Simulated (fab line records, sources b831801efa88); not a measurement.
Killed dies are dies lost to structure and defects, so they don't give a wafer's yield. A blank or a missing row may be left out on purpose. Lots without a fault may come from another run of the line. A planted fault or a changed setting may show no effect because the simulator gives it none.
Which tool did it? | flow sky130 | 11 lots, 33 wafers sampled, at 5 steps of a route of 708

WHAT THE GAUGES READ, wafer by wafer
SKY_VIA3_THK_MEAS_01. Usual: VIA3_HDPCVD_THK 1635 nm, standard deviation 19.
lot  | measured     | on            | VIA3_HDPCVD_THK (nm) | flag
L924 | day 39 02:11 | film_metro-02 | 1685 1644 1659       |
L925 | day 39 07:41 | film_metro-01 | 1609 1647 1630       |
L928 | day 39 21:11 | film_metro-01 | 1651 1640 1658       |
L927 | day 40 09:42 | film_metro-02 | 1616 1605 1647       |
L929 | day 40 21:25 | film_metro-01 | 1627 1626 1629       |
L932 | day 41 18:40 | film_metro-02 | 1513 1653 1639       |
L933 | day 42 06:59 | film_metro-02 | 1508 1643 1678       |
L934 | day 42 08:23 | film_metro-04 | 1519 1659 1689       |
L938 | day 42 18:47 | film_metro-01 | 1631 1632 1613       |
L941 | day 43 19:40 | film_metro-01 | 1612 1612 1617       |
L944 | day 44 08:47 | film_metro-04 | 1618 1631 1614       |

WHICH TOOL RAN EACH LOT (tool, then ch and the chambers of the sampled wafers, then the start)
lot  | SKY_VIA2_CMP_24               | SKY_METAL3_DESCUM_15              | SKY_METAL3_ETCH_16                | SKY_VIA3_HDPCVD_00
L924 | cmp-02 ch 0,2,3, day 36 21:29 | rie_metal-04 ch 0,1, day 39 01:01 | rie_metal-04 ch 0,1, day 39 01:02 | hdpcvd-02 ch 0,1,2, day 39 02:01
L925 | cmp-01 ch 0,1,3, day 37 02:17 | rie_metal-02 ch 0,1, day 39 06:25 | rie_metal-02 ch 0,1, day 39 06:27 | hdpcvd-02 ch 0,2, day 39 07:31
L928 | cmp-01 ch 0,1,2, day 37 17:34 | rie_metal-02 ch 1, day 39 20:04   | rie_metal-02 ch 1, day 39 20:05   | hdpcvd-02 ch 0,2, day 39 21:01
L927 | cmp-02 ch 0,1,2, day 38 06:34 | rie_metal-04 ch 0,1, day 40 08:37 | rie_metal-04 ch 0,1, day 40 08:38 | hdpcvd-02 ch 0,1,2, day 40 09:32
L929 | cmp-01 ch 1,2,3, day 38 18:56 | rie_metal-04 ch 1, day 40 20:19   | rie_metal-04 ch 1, day 40 20:20   | hdpcvd-02 ch 0,1, day 40 21:14
L932 | cmp-01 ch 0,2, day 39 16:31   | rie_metal-03 ch 0,1, day 41 17:34 | rie_metal-03 ch 0,1, day 41 17:37 | hdpcvd-02 ch 0,2, day 41 18:29
L933 | cmp-01 ch 0,1,3, day 40 04:59 | rie_metal-02 ch 0,1, day 42 05:51 | rie_metal-02 ch 0,1, day 42 05:55 | hdpcvd-02 ch 0,1,2, day 42 06:49
L934 | cmp-02 ch 0,2,3, day 40 06:31 | rie_metal-04 ch 0,1, day 42 07:13 | rie_metal-04 ch 0,1, day 42 07:14 | hdpcvd-02 ch 1,2, day 42 08:13
L938 | cmp-01 ch 0,1, day 40 18:06   | rie_metal-02 ch 0,1, day 42 17:43 | rie_metal-02 ch 0,1, day 42 17:44 | hdpcvd-01 ch 0,2, day 42 18:38
L941 | cmp-02 ch 0,1,2, day 41 18:17 | rie_metal-02 ch 0,1, day 43 18:25 | rie_metal-02 ch 0,1, day 43 18:26 | hdpcvd-01 ch 0,1,2, day 43 19:30
L944 | cmp-01 ch 0,3, day 42 08:50   | rie_metal-02 ch 1, day 44 07:37   | rie_metal-02 ch 1, day 44 07:38   | hdpcvd-01 ch 0,1, day 44 08:37
- SKY_VIA2_CMP_24: polishes, stops on SiO2, t overpolish 20 s, target thk 0 nm.
- SKY_METAL3_DESCUM_15: chemistry O2, time 8 s.
- SKY_METAL3_ETCH_16: etches BARC in N2/H2, stops on SiO2, time 88.2 s, target depth 60 nm.
- SKY_VIA3_HDPCVD_00: deposits SiO2, target thk 1635 nm, time 272.5 s.

WHAT THE TOOLS THEMSELVES READ (means of the sampled wafers that have a number; where no wafer has one, the mark that the record gives instead)
SKY_VIA2_CMP_24. Usual: motor_current_A 11.0 A, standard deviation 0.97; overpolish_run_s 19.999 s, standard deviation 0.0083; platen_rpm 60.00 rpm, standard deviation 0.037; time_to_endpoint_s 101 s, standard deviation 4.
lot  | tool   | motor_current_A (A) | overpolish_run_s (s) | platen_rpm (rpm) | time_to_endpoint_s (s) | flag
L924 | cmp-02 | 11.4                | 19.996               | 60.05            | 101                    |
L925 | cmp-01 | 10.7                | 20.007               | 59.99            | 105                    |
L928 | cmp-01 | 11.0                | 20.005               | 60.00            | 109                    |
L927 | cmp-02 | 11.4                | 20.002               | 60.01            | 96                     |
L929 | cmp-01 | 10.1                | 20.003               | 59.99            | 104                    |
L932 | cmp-01 | 11.1                | 19.995               | 60.05            | 104                    |
L933 | cmp-01 | 10.7                | 19.997               | 59.97            | 102                    |
L934 | cmp-02 | 11.4                | 19.998               | 60.00            | 102                    |
L938 | cmp-01 | 10.6                | 20.000               | 60.02            | 101                    |
L941 | cmp-02 | 11.6                | 20.002               | 59.99            | 101                    |
L944 | cmp-01 | 11.7                | 20.004               | 60.00            | 95                     |

SKY_METAL3_DESCUM_15. Usual: drypump_motor_current_A 5.8 A, standard deviation 0.41; oes_product_au 1.002 a.u., standard deviation 0.01.
lot  | tool         | drypump_motor_current_A (A) | oes_product_au (a.u.) | flag
L924 | rie_metal-04 | 5.5                         | 0.997                 |
L925 | rie_metal-02 | 6.1                         | 1.012                 |
L928 | rie_metal-02 | 6.1                         | 1.004                 |
L927 | rie_metal-04 | 5.9                         | 1.002                 |
L929 | rie_metal-04 | 5.2                         | 1.000                 |
L932 | rie_metal-03 | 5.9                         | 0.993                 |
L933 | rie_metal-02 | 6.1                         | 1.015                 |
L934 | rie_metal-04 | 5.5                         | 1.003                 |
L938 | rie_metal-02 | 6.1                         | 1.017                 |
L941 | rie_metal-02 | 6.1                         | 1.004                 |
L944 | rie_metal-02 | 6.1                         | 1.003                 |

SKY_METAL3_ETCH_16. Usual: drypump_motor_current_A 5.8 A, standard deviation 0.41; n2_flow_sccm 100.0 sccm, standard deviation 0.32; oes_product_au 0.626 a.u., standard deviation 0.005; throttle_valve_pct 13.205 %, standard deviation 0.0096.
lot  | tool         | drypump_motor_current_A (A) | n2_flow_sccm (sccm) | oes_product_au (a.u.) | throttle_valve_pct (%) | flag
L924 | rie_metal-04 | 5.5                         | 100.2               | 0.627                 | 13.205                 |
L925 | rie_metal-02 | 6.1                         | 99.5                | 0.624                 | 13.212                 |
L928 | rie_metal-02 | 6.1                         | 99.8                | 0.624                 | 13.207                 |
L927 | rie_metal-04 | 5.9                         | 99.8                | 0.622                 | 13.213                 |
L929 | rie_metal-04 | 5.2                         | 100.3               | 0.623                 | 13.199                 |
L932 | rie_metal-03 | 5.9                         | 100.1               | 0.627                 | 13.200                 |
L933 | rie_metal-02 | 6.1                         | 99.8                | 0.625                 | 13.205                 |
L934 | rie_metal-04 | 5.5                         | 100.2               | 0.628                 | 13.199                 |
L938 | rie_metal-02 | 6.1                         | 100.2               | 0.628                 | 13.215                 |
L941 | rie_metal-02 | 6.1                         | 100.1               | 0.627                 | 13.201                 |
L944 | rie_metal-02 | 6.2                         | 99.5                | 0.627                 | 13.201                 |

SKY_VIA3_HDPCVD_00. Usual: run_length_s 300.4 s, standard deviation 0.59; sih4_flow_sccm 60.01 sccm, standard deviation 0.19.
lot  | tool      | run_length_s (s) | sih4_flow_sccm (sccm) | flag
L924 | hdpcvd-02 | 300.6            | 60.08                 |
L925 | hdpcvd-02 | 300.9            | 59.80                 |
L928 | hdpcvd-02 | 300.5            | 59.86                 |
L927 | hdpcvd-02 | 300.7            | 60.12                 |
L929 | hdpcvd-02 | 300.0            | 59.96                 |
L932 | hdpcvd-02 | 292.3            | 60.26                 | OFF
L933 | hdpcvd-02 | 292.4            | 59.99                 | OFF
L934 | hdpcvd-02 | 292.9            | 60.04                 | OFF
L938 | hdpcvd-01 | 300.2            | 60.18                 |
L941 | hdpcvd-01 | 300.5            | 59.79                 |
L944 | hdpcvd-01 | 300.2            | 60.11                 |

THE ANSWER, worked out from the rows above alone
Rule: a lot is off if the mean of its wafers that have a number lies more than 3 standard deviations from the usual mean. A lot without any number at a reading at which 4 lots or more have one is off too. The other lots that the step has rows for count as sound. The gauges are gone through in route order, then the tools' own readings, and for those a lot's mean is taken as printed above. The first step at which some lot is off is used, and at that step the reading that is off furthest; a lot without a number counts as furthest.
Off: L932, L933, L934, at SKY_VIA3_HDPCVD_00 (run_length_s).
A tool fits if, at that step or a process step before it, it ran every lot that is off, and no sound lot after the first of them. One fits: hdpcvd-02 at SKY_VIA3_HDPCVD_00. Its last sound lot is L929 (day 40 21:14), its first lot that is off L932 (day 41 18:29): a fault that began between those two fits.
The tool's own readings at SKY_VIA3_HDPCVD_00 bear it out: on the lots that are off they differ by more than 5 times the standard deviation of the sound lots' means. run_length_s reads 292.5 s there against 300.4 s on the sound lots.

WHAT THE SIMULATOR HAD PUT IN
Process parameter drift: hdpcvd-02, from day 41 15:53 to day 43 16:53, at SKY_VIA3_HDPCVD_00. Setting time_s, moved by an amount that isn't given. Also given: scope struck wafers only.
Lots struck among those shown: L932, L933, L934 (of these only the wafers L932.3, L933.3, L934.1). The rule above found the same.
